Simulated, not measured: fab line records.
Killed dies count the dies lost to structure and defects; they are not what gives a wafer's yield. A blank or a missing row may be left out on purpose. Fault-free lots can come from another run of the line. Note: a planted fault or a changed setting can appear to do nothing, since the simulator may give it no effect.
fab line records	flow sky130
[record] lots = 24	wafers = 72	lastDay = 50
route steps=708 shown POLY_CUT@315 VIA1@481 METAL3@536 CAPM@537 METAL5@661
lots that met no fault: taken from a fault-free run of the same line
startH: hours from the record's opening day to when the first of the lot's shown wafers began	waitH: hours elapsed since this lot's preceding step	" same as the row above	L1.1+2: a single row standing in for several wafers	- either no value or no given start	* or withheld: withheld	< > ~ a bound
route shown NAME@n: names a module that has steps shown in the file, with the first one's number in the route	usual: average and standard deviation across the fault-free wafers	same: alike in all rows	chamber/n: place in a boat	sites: per-site readings	_std_site: standard deviation across them	_edge_site: inner sites' mean taken away from outer sites' mean	radiusMm: how far each site lies from the wafer's centre	mask NAME#n: copy n	behind: the tool/chamber that last shaped the wafer	hold: cause of the lot's hold/its duration in hours/its outcome	device: the n, p or np transistor that did not switch	end of line: the route-end tests of the same wafers	where a step has no rows: the recipe by itself	killed: dies that structure and defects cost at the first sort, which is not the same as the wafer's yield	map: shows each die of a wafer: x if killed, . if not, _ if none is there
set.NAME: setting as actually run; set.NAME@STEP: the setting as run at that earlier step	model.NAME: the simulator's own value behind a step, which no gauge read
a sample of lots followed through the steps of the route, with each step as a table and each wafer as a row
services: when a tool's chamber went out of use (startH, in hours from the record's first day, below 0 if earlier), for how many hours, and the reason
[[steps]]
[step SKY_POLY_CUT_CD_MEAS_08]
[recipe] targetCdNm = 270
[usual] cdNm = 269.7/1.6
lot.wafer	tool	chamber	startH	waitH	cdNm
L074.2	cdSem-01	-	551.31	-	266.5
L074.3	"	-	"	"	267.4
L074.4	"	-	"	"	267.2
L075.3	cdSem-02	-	567.58	-	267.4
L075.5	"	-	"	"	266.9
L075.6	"	-	"	"	267.9
L076.2	cdSem-02	-	571.73	-	271.2
L076.4	"	-	"	"	269.4
L076.6	"	-	"	"	270.3
L077.1	cdSem-02	-	585.96	-	267.1
L077.3	"	-	"	"	268.0
L077.5	"	-	"	"	268.2
L078.2	cdSem-02	-	591.33	-	272.2
L078.4	"	-	"	"	271.9
L078.5	"	-	"	"	271.4
L080.1	cdSem-02	-	609.36	-	270.5
L080.3	"	-	"	"	269.4
L080.5	"	-	"	"	270.4
L079.1	cdSem-01	-	616.21	-	272.2
L079.3	"	-	"	"	272.1
L079.4	"	-	"	"	273.3
L081.1	cdSem-02	-	625.11	-	268.5
L081.2	"	-	"	"	269.7
L081.4	"	-	"	"	268.2
L082.2	cdSem-01	-	629.88	-	270.1
L082.4	"	-	"	"	270.9
L082.6	"	-	"	"	269.2
L083.3	cdSem-01	-	640.30	-	270.8
L083.4	"	-	"	"	270.8
L083.5	"	-	"	"	270.6
L084.3	cdSem-01	-	647.20	-	271.0
L084.4	"	-	"	"	270.4
L084.5	"	-	"	"	269.6
L085.2	cdSem-01	-	652.03	-	271.3
L085.3	"	-	"	"	271.3
L085.4	"	-	"	"	271.0
L086.4	cdSem-02	-	662.97	-	267.6
L086.5	"	-	"	"	267.5
L086.6	"	-	"	"	267.1
L087.1	cdSem-01	-	668.76	-	269.5
L087.4	"	-	"	"	271.8
L087.6	"	-	"	"	271.8
L088.1	cdSem-02	-	680.46	-	268.1
L088.3	"	-	"	"	269.8
L088.4	"	-	"	"	269.2
L089.1	cdSem-02	-	685.31	-	272.2
L089.4	"	-	"	"	272.4
L089.6	"	-	"	"	271.8
L090.2	cdSem-02	-	693.43	-	270.9
L090.3	"	-	"	"	270.0
L090.6	"	-	"	"	270.4
L091.2	cdSem-01	-	701.76	-	271.4
L091.3	"	-	"	"	272.5
L091.5	"	-	"	"	272.5
L092.2	cdSem-01	-	709.58	-	269.8
L092.4	"	-	"	"	268.5
L092.5	"	-	"	"	269.4
L093.2	cdSem-01	-	717.43	-	267.8
L093.4	"	-	"	"	268.5
L093.6	"	-	"	"	268.0
L094.2	cdSem-02	-	732.51	-	270.9
L094.3	"	-	"	"	270.0
L094.6	"	-	"	"	268.7
L095.1	cdSem-01	-	735.16	-	269.3
L095.4	"	-	"	"	268.8
L095.5	"	-	"	"	267.7
L096.1	cdSem-02	-	738.03	-	268.5
L096.3	"	-	"	"	267.3
L096.4	"	-	"	"	268.7
L097.2	cdSem-02	-	743.83	-	269.0
L097.3	"	-	"	"	268.8
L097.6	"	-	"	"	267.3
[step SKY_VIA1_THK_MEAS_23]
[recipe] thkMeasGauge = xrf	reads = W_of_VIA1_CVD_21
[usual] VIA1_W_THK = 279/3.2
lot.wafer	tool	chamber	startH	waitH	VIA1_W_THK[nm]
L074.2	filmMetro-01	-	786.63	0.1	276
L074.3	"	-	"	"	273
L074.4	"	-	"	"	278
L075.3	filmMetro-04	-	800.15	0.1	282
L075.5	"	-	"	"	283
L075.6	"	-	"	"	275
L076.2	filmMetro-04	-	803.79	0.1	275
L076.4	"	-	"	"	276
L076.6	"	-	"	"	275
L077.1	filmMetro-02	-	818.40	0.1	280
L077.3	"	-	"	"	281
L077.5	"	-	"	"	280
L078.2	filmMetro-04	-	824.14	0.1	277
L078.4	"	-	"	"	284
L078.5	"	-	"	"	278
L080.1	filmMetro-04	-	838.81	0.1	282
L080.3	"	-	"	"	281
L080.5	"	-	"	"	277
L079.1	filmMetro-01	-	849.27	0.1	276
L079.3	"	-	"	"	279
L079.4	"	-	"	"	276
L081.1	filmMetro-02	-	854.17	0.1	281
L081.2	"	-	"	"	279
L081.4	"	-	"	"	282
L082.2	filmMetro-04	-	859.57	0.1	279
L082.4	"	-	"	"	278
L082.6	"	-	"	"	278
L083.3	filmMetro-01	-	867.83	0.1	282
L083.4	"	-	"	"	275
L083.5	"	-	"	"	275
L084.3	filmMetro-02	-	873.98	0.1	281
L084.4	"	-	"	"	280
L084.5	"	-	"	"	281
L085.2	filmMetro-02	-	878.89	0.1	280
L085.3	"	-	"	"	275
L085.4	"	-	"	"	281
L086.4	filmMetro-01	-	886.28	0.1	274
L086.5	"	-	"	"	272
L086.6	"	-	"	"	274
L087.1	filmMetro-02	-	891.62	0.1	279
L087.4	"	-	"	"	272
L087.6	"	-	"	"	283
L088.1	filmMetro-04	-	903.96	0.1	281
L088.3	"	-	"	"	279
L088.4	"	-	"	"	277
L089.1	filmMetro-04	-	910.90	0.1	281
L089.4	"	-	"	"	284
L089.6	"	-	"	"	280
L090.2	filmMetro-04	-	914.27	0.1	275
L090.3	"	-	"	"	273
L090.6	"	-	"	"	277
L091.2	filmMetro-04	-	923.49	0.1	278
L091.3	"	-	"	"	280
L091.5	"	-	"	"	279
L092.2	filmMetro-02	-	932.14	0.1	279
L092.4	"	-	"	"	277
L092.5	"	-	"	"	277
L093.2	filmMetro-01	-	936.64	0.1	281
L093.4	"	-	"	"	277
L093.6	"	-	"	"	272
L094.2	filmMetro-04	-	950.88	0.1	277
L094.3	"	-	"	"	276
L094.6	"	-	"	"	277
L095.1	filmMetro-04	-	952.97	0.1	280
L095.4	"	-	"	"	275
L095.5	"	-	"	"	282
L096.1	filmMetro-04	-	954.58	0.1	280
L096.3	"	-	"	"	280
L096.4	"	-	"	"	277
L097.2	filmMetro-04	-	959.52	0.1	274
L097.3	"	-	"	"	274
L097.6	"	-	"	"	280
[step SKY_METAL3_SPUTTER_04]
[recipe] material = TiN	targetThkNm = 70	powerW = 6500	timeS = 58.3	chamberPressurePa = 0.4
[usual] throttleValvePct = 30.2/0.84
lot.wafer	tool	chamber	startH	waitH	throttleValvePct
L074.2	pvdSputter-01	-	842.82	0.0	30.1
L074.3	"	-	"	"	28.3
L074.4	"	-	"	"	31.7
L075.3	pvdSputter-04	-	856.98	0.0	30.4
L075.5	"	-	"	"	29.5
L075.6	"	-	"	"	30.5
L076.2	pvdSputter-04	-	860.60	0.0	31.5
L076.4	"	-	"	"	29.8
L076.6	"	-	"	"	29.9
L077.1	pvdSputter-04	-	875.08	0.0	30.3
L077.3	"	-	"	"	31.6
L077.5	"	-	"	"	31.3
L078.2	pvdSputter-04	-	880.70	0.0	30.1
L078.4	"	-	"	"	30.6
L078.5	"	-	"	"	29.9
L080.1	pvdSputter-04	-	892.62	0.0	29.7
L080.3	"	-	"	"	30.5
L080.5	"	-	"	"	29.8
L079.1	pvdSputter-04	-	904.80	0.0	30.3
L079.3	"	-	"	"	29.8
L079.4	"	-	"	"	30.4
L081.1	pvdSputter-02	-	910.14	0.0	29.7
L081.2	"	-	"	"	28.4
L081.4	"	-	"	"	30.1
L082.2	pvdSputter-04	-	917.59	0.0	29.7
L082.4	"	-	"	"	30.2
L082.6	"	-	"	"	30.3
L083.3	pvdSputter-01	-	921.89	0.0	31.2
L083.4	"	-	"	"	28.3
L083.5	"	-	"	"	29.1
L084.3	pvdSputter-04	-	927.90	0.0	30.0
L084.4	"	-	"	"	31.6
L084.5	"	-	"	"	30.7
L085.2	pvdSputter-04	-	933.02	0.0	30.5
L085.3	"	-	"	"	29.9
L085.4	"	-	"	"	29.7
L086.4	pvdSputter-04	-	942.19	0.0	30.5
L086.5	"	-	"	"	30.2
L086.6	"	-	"	"	30.4
L087.1	pvdSputter-04	-	945.55	0.0	30.2
L087.4	"	-	"	"	30.5
L087.6	"	-	"	"	30.2
L088.1	pvdSputter-04	-	956.65	0.0	30.3
L088.3	"	-	"	"	29.9
L088.4	"	-	"	"	29.9
L089.1	pvdSputter-04	-	963.41	0.0	29.8
L089.4	"	-	"	"	31.7
L089.6	"	-	"	"	29.8
L090.2	pvdSputter-02	-	969.65	0.0	30.2
L090.3	"	-	"	"	28.7
L090.6	"	-	"	"	28.7
L091.2	pvdSputter-04	-	977.09	0.0	31.4
L091.3	"	-	"	"	30.9
L091.5	"	-	"	"	30.6
L092.2	pvdSputter-02	-	984.33	0.0	28.6
L092.4	"	-	"	"	29.7
L092.5	"	-	"	"	28.6
L093.2	pvdSputter-01	-	987.91	0.0	28.4
L093.4	"	-	"	"	28.3
L093.6	"	-	"	"	31.2
L094.2	pvdSputter-04	-	1003.01	0.0	31.3
L094.3	"	-	"	"	30.4
L094.6	"	-	"	"	31.3
L095.1	pvdSputter-02	-	1004.99	0.0	30.1
L095.4	"	-	"	"	28.5
L095.5	"	-	"	"	28.8
L096.1	pvdSputter-01	-	1005.78	0.0	28.4
L096.3	"	-	"	"	29.1
L096.4	"	-	"	"	30.2
L097.2	pvdSputter-02	-	1010.53	0.0	28.7
L097.3	"	-	"	"	30.5
L097.6	"	-	"	"	28.5
[step SKY_CAPM_CVD_00]
[recipe] material = SiO2	targetThkNm = 15.5	tempC = 400	timeS = withheld	rfW = 450
[usual] heaterPowerW = 754/97
lot.wafer	tool	chamber	startH	waitH	heaterPowerW
L074.2	pecvd-04	2	842.87	0.0	944
L074.3	"	1	"	"	679
L074.4	"	0	"	"	664
L075.3	pecvd-04	1	857.03	0.0	693
L075.5	"	0	"	"	731
L075.6	"	2	"	"	950
L076.2	pecvd-01	2	860.65	0.0	817
L076.4	"	0	"	"	805
L076.6	"	1	"	"	714
L077.1	pecvd-04	1	875.13	0.0	692
L077.3	"	2	"	"	990
L077.5	"	2	"	"	986
L078.2	pecvd-04	1	880.75	0.0	602
L078.4	"	1	"	"	582
L078.5	"	2	"	"	980
L080.1	pecvd-04	2	892.67	0.0	952
L080.3	"	1	"	"	649
L080.5	"	1	"	"	643
L079.1	pecvd-02	2	904.85	0.0	691
L079.3	"	1	"	"	689
L079.4	"	0	"	"	795
L081.1	pecvd-04	1	910.19	0.0	706
L081.2	"	0	"	"	673
L081.4	"	2	"	"	981
L082.2	pecvd-01	0	917.64	0.0	720
L082.4	"	1	"	"	735
L082.6	"	2	"	"	844
L083.3	pecvd-02	2	921.94	0.0	616
L083.4	"	2	"	"	639
L083.5	"	0	"	"	821
L084.3	pecvd-02	2	927.95	0.0	726
L084.4	"	1	"	"	693
L084.5	"	2	"	"	725
L085.2	pecvd-01	0	933.07	0.0	693
L085.3	"	1	"	"	738
L085.4	"	0	"	"	690
L086.4	pecvd-04	0	942.25	0.0	741
L086.5	"	1	"	"	677
L086.6	"	2	"	"	913
L087.1	pecvd-01	0	945.60	0.0	759
L087.4	"	2	"	"	832
L087.6	"	1	"	"	745
L088.1	pecvd-01	2	956.70	0.0	779
L088.3	"	0	"	"	696
L088.4	"	1	"	"	710
L089.1	pecvd-04	0	963.45	0.0	624
L089.4	"	1	"	"	717
L089.6	"	2	"	"	947
L090.2	pecvd-02	0	969.70	0.0	806
L090.3	"	1	"	"	686
L090.6	"	2	"	"	646
L091.2	pecvd-01	1	977.14	0.0	762
L091.3	"	1	"	"	724
L091.5	"	1	"	"	748
L092.2	pecvd-01	2	984.38	0.0	843
L092.4	"	0	"	"	756
L092.5	"	2	"	"	843
L093.2	pecvd-02	2	987.96	0.0	658
L093.4	"	1	"	"	676
L093.6	"	2	"	"	652
L094.2	pecvd-04	2	1003.05	0.0	830
L094.3	"	0	"	"	760
L094.6	"	0	"	"	746
L095.1	pecvd-04	1	1005.03	0.0	650
L095.4	"	2	"	"	921
L095.5	"	1	"	"	639
L096.1	pecvd-01	2	1005.83	0.0	825
L096.3	"	0	"	"	742
L096.4	"	0	"	"	748
L097.2	pecvd-02	0	1010.58	0.0	856
L097.3	"	2	"	"	624
L097.6	"	1	"	"	652
[step SKY_METAL5_SPUTTER_00]
[recipe] material = Ti	targetThkNm = 15	powerW = 3000	timeS = 10	chamberPressurePa = 0.4
[usual] throttleValvePct = 30.2/0.83
lot.wafer	tool	chamber	startH	waitH	throttleValvePct
L074.2	pvdSputter-01	-	999.39	0.2	29.3
L074.3	"	-	"	"	31.9
L074.4	"	-	"	"	31.1
L075.3	pvdSputter-04	-	1012.06	0.1	30.5
L075.5	"	-	"	"	31.3
L075.6	"	-	"	"	30.6
L076.2	pvdSputter-01	-	1018.26	0.1	28.5
L076.4	"	-	"	"	30.2
L076.6	"	-	"	"	28.3
L077.1	pvdSputter-03	-	1028.06	0.1	31.4
L077.3	"	-	"	"	30.6
L077.5	"	-	"	"	31.2
L078.2	pvdSputter-01	-	1034.57	0.2	29.1
L078.4	"	-	"	"	31.3
L078.5	"	-	"	"	30.5
L080.1	pvdSputter-03	-	1044.59	0.2	29.9
L080.3	"	-	"	"	31.3
L080.5	"	-	"	"	31.3
L079.1	pvdSputter-03	-	1053.82	0.2	30.4
L079.3	"	-	"	"	30.0
L079.4	"	-	"	"	31.4
L081.1	pvdSputter-03	-	1060.10	0.1	30.0
L081.2	"	-	"	"	29.7
L081.4	"	-	"	"	30.4
L082.2	pvdSputter-03	-	1065.74	0.1	30.4
L082.4	"	-	"	"	29.6
L082.6	"	-	"	"	30.2
L083.3	pvdSputter-04	-	1068.46	0.2	31.4
L083.4	"	-	"	"	30.3
L083.5	"	-	"	"	30.5
L084.3	pvdSputter-03	-	1074.83	0.1	30.4
L084.4	"	-	"	"	29.8
L084.5	"	-	"	"	30.0
L085.2	pvdSputter-03	-	1079.56	0.2	30.5
L085.3	"	-	"	"	30.0
L085.4	"	-	"	"	30.0
L086.4	pvdSputter-01	-	1086.05	0.2	28.3
L086.5	"	-	"	"	31.4
L086.6	"	-	"	"	30.1
L087.1	pvdSputter-03	-	1088.95	0.2	30.0
L087.4	"	-	"	"	30.4
L087.6	"	-	"	"	30.2
L088.1	pvdSputter-01	-	1098.76	0.1	31.1
L088.3	"	-	"	"	29.3
L088.4	"	-	"	"	29.3
L089.1	pvdSputter-01	-	1105.75	0.1	30.4
L089.4	"	-	"	"	29.0
L089.6	"	-	"	"	30.3
L090.2	pvdSputter-01	-	1109.71	0.1	30.1
L090.3	"	-	"	"	28.5
L090.6	"	-	"	"	30.2
L091.2	pvdSputter-04	-	1116.21	0.1	29.6
L091.3	"	-	"	"	30.3
L091.5	"	-	"	"	30.3
L092.2	pvdSputter-03	-	1123.22	0.1	30.3
L092.4	"	-	"	"	29.8
L092.5	"	-	"	"	30.3
L093.2	pvdSputter-01	-	1126.35	0.1	31.2
L093.4	"	-	"	"	29.0
L093.6	"	-	"	"	29.0
L094.2	pvdSputter-01	-	1138.06	0.1	31.1
L094.3	"	-	"	"	28.5
L094.6	"	-	"	"	29.4
L095.1	pvdSputter-03	-	1138.36	0.2	31.1
L095.4	"	-	"	"	29.9
L095.5	"	-	"	"	30.2
L096.1	pvdSputter-01	-	1141.19	0.1	28.6
L096.3	"	-	"	"	31.3
L096.4	"	-	"	"	30.1
L097.2	pvdSputter-03	-	1144.49	0.2	29.8
L097.3	"	-	"	"	31.7
L097.6	"	-	"	"	30.4
[step SKY_METAL5_THK_MEAS_06]
[recipe] thkMeasGauge = xrf	reads = AlCu_of_METAL5_SPUTTER_02
[usual] METAL5_ALCU_THK = 1178/15
lot.wafer	tool	chamber	startH	waitH	METAL5_ALCU_THK[nm]
L074.2	filmMetro-03	-	999.69	0.1	1192
L074.3	"	-	"	"	1204
L074.4	"	-	"	"	1207
L075.3	filmMetro-03	-	1012.37	0.1	1202
L075.5	"	-	"	"	1195
L075.6	"	-	"	"	1207
L076.2	filmMetro-03	-	1018.55	0.1	1164
L076.4	"	-	"	"	1191
L076.6	"	-	"	"	1174
L077.1	filmMetro-01	-	1028.34	0.1	1185
L077.3	"	-	"	"	1181
L077.5	"	-	"	"	1179
L078.2	filmMetro-03	-	1034.87	0.1	1175
L078.4	"	-	"	"	1195
L078.5	"	-	"	"	1185
L080.1	filmMetro-04	-	1044.87	0.1	1175
L080.3	"	-	"	"	1166
L080.5	"	-	"	"	1172
L079.1	filmMetro-01	-	1054.11	0.1	1168
L079.3	"	-	"	"	1150
L079.4	"	-	"	"	1153
L081.1	filmMetro-01	-	1060.39	0.1	1164
L081.2	"	-	"	"	1147
L081.4	"	-	"	"	1170
L082.2	filmMetro-01	-	1066.04	0.1	1170
L082.4	"	-	"	"	1157
L082.6	"	-	"	"	1168
L083.3	filmMetro-04	-	1068.76	0.1	1190
L083.4	"	-	"	"	1173
L083.5	"	-	"	"	1175
L084.3	filmMetro-03	-	1075.14	0.1	1169
L084.4	"	-	"	"	1164
L084.5	"	-	"	"	1167
L085.2	filmMetro-01	-	1079.85	0.1	1172
L085.3	"	-	"	"	1175
L085.4	"	-	"	"	1173
L086.4	filmMetro-03	-	1086.37	0.1	1171
L086.5	"	-	"	"	1192
L086.6	"	-	"	"	1176
L087.1	filmMetro-04	-	1089.24	0.1	1185
L087.4	"	-	"	"	1186
L087.6	"	-	"	"	1189
L088.1	filmMetro-03	-	1099.04	0.1	1177
L088.3	"	-	"	"	1161
L088.4	"	-	"	"	1151
L089.1	filmMetro-04	-	1106.04	0.1	1192
L089.4	"	-	"	"	1175
L089.6	"	-	"	"	1192
L090.2	filmMetro-03	-	1110.00	0.1	1171
L090.3	"	-	"	"	1151
L090.6	"	-	"	"	1169
L091.2	filmMetro-04	-	1116.50	0.1	1166
L091.3	"	-	"	"	1163
L091.5	"	-	"	"	1163
L092.2	filmMetro-04	-	1123.51	0.1	1202
L092.4	"	-	"	"	1189
L092.5	"	-	"	"	1201
L093.2	filmMetro-01	-	1126.65	0.1	1181
L093.4	"	-	"	"	1166
L093.6	"	-	"	"	1162
L094.2	filmMetro-03	-	1138.36	0.1	1175
L094.3	"	-	"	"	1164
L094.6	"	-	"	"	1162
L095.1	filmMetro-04	-	1138.65	0.1	1186
L095.4	"	-	"	"	1190
L095.5	"	-	"	"	1197
L096.1	filmMetro-04	-	1141.48	0.1	1179
L096.3	"	-	"	"	1192
L096.4	"	-	"	"	1183
L097.2	filmMetro-04	-	1144.79	0.1	1196
L097.3	"	-	"	"	1175
L097.6	"	-	"	"	1188
[[services]]
tool	chamber	startH	hours	kind
pvdSputter-01	-	840.20	2.1	repair
pvdSputter-02	-	840.35	2.9	repair
pecvd-01	2	844.36	5.1	repair
pvdSputter-03	-	888.76	3.9	repair
pecvd-01	-	897.69	6.0	pm
pecvd-02	-	929.63	0.5	repair
pvdSputter-01	-	932.96	5.0	repair
pecvd-01	2	935.78	5.1	repair
pvdSputter-01	-	941.20	2.6	repair
pecvd-01	1	947.76	6.1	repair
pecvd-01	-	957.41	14.6	pm
pvdSputter-04	0	977.14	-	consumableReplace:kit
pvdSputter-04	-	988.66	1.4	repair
pecvd-01	0	997.88	2.7	repair
pecvd-04	0	1011.61	12.1	repair
pecvd-01	-	1034.43	2.9	repair
pvdSputter-02	-	1034.69	4.7	repair
pvdSputter-02	-	1054.41	2.0	repair
pvdSputter-01	-	1060.07	2.2	repair
pvdSputter-04	-	1061.34	1.2	repair
pvdSputter-04	-	1079.67	4.5	repair
pecvd-01	0	1080.70	2.6	repair
pecvd-02	-	1090.49	0.6	repair
pvdSputter-02	-	1111.41	8.3	repair
[[key]]
fault none
